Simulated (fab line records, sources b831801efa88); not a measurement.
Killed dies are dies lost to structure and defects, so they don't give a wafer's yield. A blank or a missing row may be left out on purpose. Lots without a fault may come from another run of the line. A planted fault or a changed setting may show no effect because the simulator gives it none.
fab line records | flow sky130
record lots=14 wafers=42 last_day=50
route steps=708 shown VIA1@473 METAL2@483
lots that met no fault: from a run of the same line without faults
start_h: hours from the record's first day to the start of the lot's first wafer shown | wait_h: hours since the lot's step before | " the same as in the row above | L1.1+2: a row that stands for several wafers | - no value, or no start given | * or withheld: withheld | < > ~ a bound
route shown NAME@n: a module of which the file shows steps, and the number in the route of the first | usual: mean/standard deviation of fault-free wafers | same: alike in all rows | chamber/n: place in a boat | sites: the reading at each site | _std_site: their standard deviation | _edge_site: outer sites' mean less inner sites' | radius_mm: how far each site lies from the wafer's centre | mask NAME#n: copy n | behind: the tool/chamber that last shaped the wafer | hold: why the lot was held/for how many hours/how that ended | device: the transistor (n, p or np) that didn't switch | end of line: the same wafers' tests at the end of the route | a step without rows: its recipe alone | killed: dies lost to structure and defects at the first sort, not the wafer's yield | map: a wafer's dies, x killed, . not, _ none there
set.NAME: the setting as run; set.NAME@STEP: as run at that earlier step | model.NAME: the simulator's own value behind a step, which no gauge read
steps of the route over a sample of lots; a table a step, a row a wafer
services: from which hour (start_h, from the record's first day; less than 0 if before it) a tool's chamber was out of use, for how many hours, and why
## steps
# step SKY_VIA1_ETCH_15
# recipe target=SiO2 chemistry=C4F8/O2/Ar target_depth_nm=351 stop_on=TiN mask_material=KrF-thick source_w=1500 bias_w=1200 pressure_mtorr=40 c4f8_flow_sccm=withheld O2_flow_sccm=6 Ar_flow_sccm=300 time_s=54
# usual oes_product_au=0.982/0.0055
# columns lot.wafer tool chamber start_h wait_h oes_product_au rf_hours_counter_h
L831.3 rie_diel-02 2 779.66 0.0 0.986 2
L831.4 " 1 " " 0.984 1
L831.5 " 1 " " 0.990 -
L833.1 rie_diel-04 1 786.82 0.0 0.979 0
L833.2 " 2 " " 0.968 1
L833.6 " 2 " " 0.975 -
L834.1 rie_diel-01 0 802.11 0.0 0.981 3
L834.5 " 1 " " 0.978 -
L834.6 " 2 " " 0.982 -
L835.1 rie_diel-02 1 807.00 0.0 0.983 2
L835.3 " 0 " " 0.983 15
L835.6 " 3 " " 0.983 -
L837.1 rie_diel-02 2 821.97 0.0 0.985 3
L837.3 " 1 " " 0.976 3
L837.5 " 3 " " 0.988 -
L838.2 rie_diel-02 2 833.25 0.0 0.979 4
L838.3 " 1 " " 0.979 3
L838.6 " 3 " " 0.979 -
L840.3 rie_diel-01 0 849.07 0.0 0.981 4
L840.5 " 2 " " 0.981 -
L840.6 " 3 " " 0.986 -
L841.2 rie_diel-01 3 855.52 0.0 0.986 23
L841.3 " 1 " " 0.983 5
L841.5 " 3 " " 0.984 -
L844.3 rie_diel-04 0 870.91 0.0 0.987 9
L844.4 " 1 " " 0.981 2
L844.5 " 0 " " 0.979 -
L845.1 rie_diel-02 2 877.91 0.0 0.974 5
L845.2 " 3 " " 0.974 13
L845.5 " 1 " " 0.986 -
L849.1 rie_diel-01 3 912.60 0.0 0.988 25
L849.4 " 2 " " 0.970 17
L849.5 " 2 " " 0.974 -
L850.1 rie_diel-04 2 937.42 0.0 0.764 4
L850.4 " 0 " " 0.976 11
L850.5 " 3 " " 0.974 -
L852.1 rie_diel-01 3 944.50 0.0 0.979 26
L852.3 " 1 " " 0.992 7
L852.5 " 3 " " 0.987 -
L854.2 rie_diel-04 0 950.56 0.0 0.782 11
L854.3 " 1 " " 0.770 4
L854.5 " 3 " " 0.974 -
# step SKY_VIA1_STRIP_16
# recipe chemistry=O2/N2 power_w=1400 pressure_mtorr=1500 platen_temp_c=withheld o2_flow_sccm=3000 n2_flow_sccm=300 overash_fraction=0.5
# usual drypump_motor_current_A=5.7/0.52 n2_flow_sccm=300.1/0.86 o2_flow_sccm=3001/8.2 oes_product_au=0.416/0.005 strip_time_to_endpoint_s=4.445/0.019
# columns lot.wafer tool chamber start_h wait_h drypump_motor_current_A n2_flow_sccm o2_flow_sccm oes_product_au rf_hours_counter_h strip_time_to_endpoint_s
L831.3 plasma_asher-01 0 779.74 0.1 6.4 298.7 3000 0.413 - 4.439
L831.4 " 1 " " 5.0 300.0 3008 0.411 - 4.456
L831.5 " 0 " " 6.4 299.9 2999 0.405 - 4.451
L833.1 plasma_asher-02 0 786.86 0.0 6.1 299.4 3004 0.411 91 4.428
L833.2 " 1 " " 5.5 298.8 3013 0.410 91 4.467
L833.6 " 0 " " 6.1 299.6 3007 0.421 - 4.448
L834.1 plasma_asher-01 0 802.16 0.0 6.4 299.7 3014 0.419 6 4.422
L834.5 " 0 " " 6.4 299.9 3002 0.415 - 4.445
L834.6 " 1 " " 5.0 299.5 2999 0.419 - 4.433
L835.1 plasma_asher-02 1 807.04 0.0 5.5 298.0 3007 0.418 93 4.467
L835.3 " 0 " " 6.1 299.1 2999 0.416 - 4.457
L835.6 " 0 " " 6.1 300.4 3004 0.422 - 4.447
L837.1 plasma_asher-01 0 822.01 0.0 6.4 301.8 2993 0.412 8 4.467
L837.3 " 1 " " 5.0 299.9 3002 0.408 - 4.447
L837.5 " 0 " " 6.4 299.4 3001 0.410 - 4.447
L838.2 plasma_asher-04 0 833.29 0.0 6.1 301.0 2997 0.417 40 4.466
L838.3 " 1 " " 5.2 298.6 2995 0.414 - 4.459
L838.6 " 0 " " 6.1 300.8 3013 0.416 - 4.419
L840.3 plasma_asher-02 1 849.15 0.1 5.5 299.4 2988 0.418 - 4.413
L840.5 " 1 " " 5.4 300.0 2999 0.422 - 4.431
L840.6 " 0 " " 6.1 300.1 2993 0.414 - 4.388
L841.2 plasma_asher-02 1 855.56 0.0 5.5 299.3 3008 0.413 98 4.412
L841.3 " 0 " " 6.1 301.3 2986 0.415 - 4.416
L841.5 " 0 " " 6.1 301.0 2997 0.418 - 4.417
L844.3 plasma_asher-01 1 870.99 0.1 5.0 299.3 2997 0.414 - 4.443
L844.4 " 0 " " 6.4 299.9 3001 0.408 - 4.438
L844.5 " 0 " " 6.4 300.8 3009 0.416 - 4.448
L845.1 plasma_asher-04 0 877.96 0.0 6.1 300.8 2999 0.414 45 4.437
L845.2 " 1 " " 5.2 301.8 2997 0.422 45 4.446
L845.5 " 0 " " 6.1 300.5 2993 0.411 - 4.427
L849.1 plasma_asher-01 1 912.65 0.0 5.0 300.4 2989 0.413 17 4.430
L849.4 " 0 " " 6.4 300.7 3000 0.420 - 4.452
L849.5 " 0 " " 6.4 300.5 3011 0.419 - 4.460
L850.1 plasma_asher-01 1 937.46 0.0 5.0 299.3 3005 0.429 19 4.769
L850.4 " 1 " " 5.0 300.4 2998 0.416 - 4.483
L850.5 " 1 " " 5.0 300.5 2999 0.414 - 4.482
L852.1 plasma_asher-01 0 944.55 0.0 6.4 299.7 2998 0.419 20 4.465
L852.3 " 0 " " 6.4 299.4 3008 0.417 - 4.448
L852.5 " 0 " " 6.4 300.1 2991 0.419 - 4.428
L854.2 plasma_asher-04 1 950.61 0.0 5.1 299.4 3010 0.429 52 4.692
L854.3 " 0 " " 6.1 300.4 3003 0.423 - 4.686
L854.5 " 1 " " 5.1 300.3 3008 0.410 - 4.432
# step SKY_METAL2_SPUTTER_00
# recipe material=Ti target_thk_nm=15 power_w=3000 time_s=10 chamber_pressure_pa=0.4
# usual chamber_pressure_pa=0.3999/0.00085 throttle_valve_pct=29.6/1.1
# columns lot.wafer tool chamber start_h wait_h chamber_pressure_pa throttle_valve_pct
L831.3 pvd_sputter-03 - 781.41 0.1 0.3992 31.1
L831.4 " - " " 0.4018 29.1
L831.5 " - " " 0.4012 29.0
L833.1 pvd_sputter-04 - 788.16 0.1 0.3996 28.7
L833.2 " - " " 0.4005 30.2
L833.6 " - " " 0.4000 28.7
L834.1 pvd_sputter-02 - 803.40 0.1 0.4009 28.8
L834.5 " - " " 0.3994 26.8
L834.6 " - " " 0.4007 28.5
L835.1 pvd_sputter-03 - 808.30 0.2 0.3998 29.6
L835.3 " - " " 0.4002 31.3
L835.6 " - " " 0.3993 30.0
L837.1 pvd_sputter-03 - 823.28 0.2 0.3996 30.0
L837.3 " - " " 0.4007 29.0
L837.5 " - " " 0.4004 29.9
L838.2 pvd_sputter-03 - 834.52 0.1 0.3996 29.7
L838.3 " - " " 0.3997 29.3
L838.6 " - " " 0.3998 28.8
L840.3 pvd_sputter-04 - 850.34 0.2 0.4009 29.0
L840.5 " - " " 0.4018 29.0
L840.6 " - " " 0.4001 30.3
L841.2 pvd_sputter-03 - 857.28 0.1 0.4002 28.7
L841.3 " - " " 0.3994 29.8
L841.5 " - " " 0.3995 28.7
L844.3 pvd_sputter-04 - 872.28 0.2 0.4002 31.2
L844.4 " - " " 0.3997 30.9
L844.5 " - " " 0.4000 30.1
L845.1 pvd_sputter-03 - 879.19 0.2 0.3977 29.7
L845.2 " - " " 0.3994 29.1
L845.5 " - " " 0.4004 29.0
L849.1 pvd_sputter-02 - 913.99 0.2 0.4010 30.5
L849.4 " - " " 0.4006 30.3
L849.5 " - " " 0.4007 28.7
L850.4 pvd_sputter-04 - 938.72 0.2 0.3990 31.0
L850.5 " - " " 0.4002 30.5
L852.1 pvd_sputter-04 - 945.78 0.2 0.3980 30.9
L852.3 " - " " 0.3990 28.6
L852.5 " - " " 0.3993 31.0
L854.5 pvd_sputter-04 - 951.86 0.1 0.3996 30.9
# step SKY_METAL2_SPUTTER_01
# recipe material=TiN target_thk_nm=20 power_w=6500 time_s=16.7 chamber_pressure_pa=0.4
# usual chamber_pressure_pa=0.4001/0.00074 throttle_valve_pct=29.6/1.2
# columns lot.wafer tool chamber start_h wait_h chamber_pressure_pa throttle_valve_pct
L831.3 pvd_sputter-03 - 781.43 0.0 0.3997 31.7
L831.4 " - " " 0.3978 29.0
L831.5 " - " " 0.4004 28.9
L833.1 pvd_sputter-04 - 788.18 0.0 0.4001 28.6
L833.2 " - " " 0.3996 30.2
L833.6 " - " " 0.3996 28.7
L834.1 pvd_sputter-02 - 803.42 0.0 0.4015 28.5
L834.5 " - " " 0.4003 27.0
L834.6 " - " " 0.4000 28.6
L835.1 pvd_sputter-03 - 808.32 0.0 0.3997 29.9
L835.3 " - " " 0.3997 31.2
L835.6 " - " " 0.4004 29.8
L837.1 pvd_sputter-03 - 823.30 0.0 0.4006 29.9
L837.3 " - " " 0.3993 29.1
L837.5 " - " " 0.4003 29.8
L838.2 pvd_sputter-03 - 834.54 0.0 0.4001 29.9
L838.3 " - " " 0.3999 29.0
L838.6 " - " " 0.3992 29.0
L840.3 pvd_sputter-04 - 850.36 0.0 0.3997 28.7
L840.5 " - " " 0.3997 28.6
L840.6 " - " " 0.4013 30.2
L841.2 pvd_sputter-03 - 857.30 0.0 0.4012 28.8
L841.3 " - " " 0.4014 29.9
L841.5 " - " " 0.4003 28.8
L844.3 pvd_sputter-04 - 872.30 0.0 0.3990 31.0
L844.4 " - " " 0.3984 30.9
L844.5 " - " " 0.4009 30.0
L845.1 pvd_sputter-03 - 879.21 0.0 0.4010 29.9
L845.2 " - " " 0.4014 29.4
L845.5 " - " " 0.4003 28.9
L849.1 pvd_sputter-02 - 914.01 0.0 0.3994 30.7
L849.4 " - " " 0.4000 30.3
L849.5 " - " " 0.3996 28.6
L850.4 pvd_sputter-04 - 938.74 0.0 0.3990 30.9
L850.5 " - " " 0.3997 30.2
L852.1 pvd_sputter-04 - 945.80 0.0 0.4010 30.7
L852.3 " - " " 0.4001 29.1
L852.5 " - " " 0.4005 31.3
L854.5 pvd_sputter-04 - 951.88 0.0 0.4009 30.8
## services
# columns tool chamber start_h hours kind
rie_diel-04 - 765.29 14.6 pm
rie_diel-04 1 793.67 7.6 repair
plasma_asher-04 - 820.15 5.8 repair
rie_diel-01 1 827.46 6.3 repair
rie_diel-01 2 829.35 10.1 repair
pvd_sputter-03 - 875.89 0.6 repair
plasma_asher-01 - 888.50 3.1 repair
pvd_sputter-04 - 889.50 1.2 repair
rie_diel-02 1 893.04 2.9 repair
rie_diel-01 1 905.60 3.3 repair
pvd_sputter-04 - 906.30 1.9 repair
plasma_asher-01 - 922.68 2.8 pm
rie_diel-02 3 939.96 7.9 repair
pvd_sputter-03 - 943.49 2.7 repair
## key
first_sign step=SKY_VIA1_ETCH_15 reading=oes_product_au direction=down sigmas=38 usual=0.982 struck=0.772
effect step=SKY_VIA1_STRIP_16 reading=strip_time_to_endpoint_s direction=up sigmas=15 usual=* struck=*
effect step=SKY_METAL2_SPUTTER_00 reading=visit direction=missing
effect step=SKY_METAL2_SPUTTER_01 reading=visit direction=missing
met_at SKY_VIA1_ETCH_15
struck_lots L850,L854
struck_wafers L850.1,L854.2,L854.3
later_rows_left_out L850.1,L854.2,L854.3
sort_left_out L850.1,L854.2,L854.3
onset_between 870.91 937.42
fault kind=process_parameter_drift tool=rie_diel-04 chamber=- onset_h=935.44 steps=SKY_VIA1_ETCH_15 channel=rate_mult offset=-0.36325 shape=step end_h=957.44 scope=struck_wafers_only
# sort_left_out: the simulated sort isn't trusted on such a fault, so these wafers' sort isn't shown, and their yield isn't known
# later_rows_left_out: the simulator's readings of these wafers behind a module that went badly wrong aren't trusted and aren't shown, but for the sort
